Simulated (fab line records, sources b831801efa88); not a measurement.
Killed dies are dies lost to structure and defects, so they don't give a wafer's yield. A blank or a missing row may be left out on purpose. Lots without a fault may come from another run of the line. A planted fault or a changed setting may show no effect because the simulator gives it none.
Which tool did it? | flow gf180mcu | 13 lots, 39 wafers sampled, at 2 steps of a route of 602

WHAT THE GAUGES READ, wafer by wafer
GF_V5_THK_MEAS_25: measures by xrf. Usual: V5_W_THK 351 nm, standard deviation 7.2.
lot  | measured     | on            | V5_W_THK (nm) | flag
L684 | day 28 05:38 | film_metro-04 | 346 344 349   |
L685 | day 28 11:01 | film_metro-03 | 355 354 359   |
L686 | day 28 16:08 | film_metro-01 | 351 357 354   |
L687 | day 29 03:42 | film_metro-04 | 342 345 342   |
L688 | day 29 10:49 | film_metro-01 | 350 344 354   |
L689 | day 29 15:47 | film_metro-04 | 350 348 350   |
L690 | day 30 01:37 | film_metro-01 | 351 348 350   |
L698 | day 32 04:38 | film_metro-01 | 354 374 362   |
L700 | day 32 16:02 | film_metro-04 | 344 341 346   |
L701 | day 32 23:34 | film_metro-01 | 347 348 352   |
L702 | day 33 03:38 | film_metro-01 | 354 352 351   |
L703 | day 33 08:37 | film_metro-01 | 362 363 363   |
L704 | day 33 11:15 | film_metro-01 | 344 356 344   |

GF_TOP_METAL_THK_MEAS_06: measures by xrf. Usual: TOP_METAL_ALCU_THK 890 nm, standard deviation 8.4.
lot  | measured     | on            | TOP_METAL_ALCU_THK (nm) | flag
L684 | day 28 06:20 | film_metro-02 | 876 880 882             |
L685 | day 28 11:44 | film_metro-02 | 896 878 900             |
L686 | day 28 16:50 | film_metro-02 | 891 878 893             |
L687 | day 29 04:24 | film_metro-01 | 895 909 905             |
L688 | day 29 11:31 | film_metro-01 | 879 886 891             |
L689 | day 29 16:29 | film_metro-01 | 879 897 892             |
L690 | day 30 02:19 | film_metro-01 | 885 899 892             |
L698 | day 32 05:20 | film_metro-02 | 896 892 901             |
L700 | day 32 16:44 | film_metro-01 | 898 888 895             |
L701 | day 33 00:16 | film_metro-01 | 892 891 898             |
L702 | day 33 04:20 | film_metro-01 | 888 878 881             |
L703 | day 33 09:20 | film_metro-02 | 892 883 888             |
L704 | day 33 11:57 | film_metro-01 | 898 900 892             |

WHICH TOOL RAN EACH LOT (tool, then ch and the chambers of the sampled wafers, then the start)
The record holds no process step before these readings.

WHAT THE TOOLS THEMSELVES READ (means of the sampled wafers that have a number; where no wafer has one, the mark that the record gives instead)
The record holds no such reading with a usual standard deviation.

THE ANSWER, worked out from the rows above alone
Rule: a lot is off if the mean of its wafers that have a number lies more than 3 standard deviations from the usual mean. A lot without any number at a reading at which 4 lots or more have one is off too. The other lots that the step has rows for count as sound. The gauges are gone through in route order, then the tools' own readings, and for those a lot's mean is taken as printed above. The first step at which some lot is off is used, and at that step the reading that is off furthest; a lot without a number counts as furthest.
No lot is off at any reading shown: from this, nothing can be told.

WHAT THE SIMULATOR HAD PUT IN
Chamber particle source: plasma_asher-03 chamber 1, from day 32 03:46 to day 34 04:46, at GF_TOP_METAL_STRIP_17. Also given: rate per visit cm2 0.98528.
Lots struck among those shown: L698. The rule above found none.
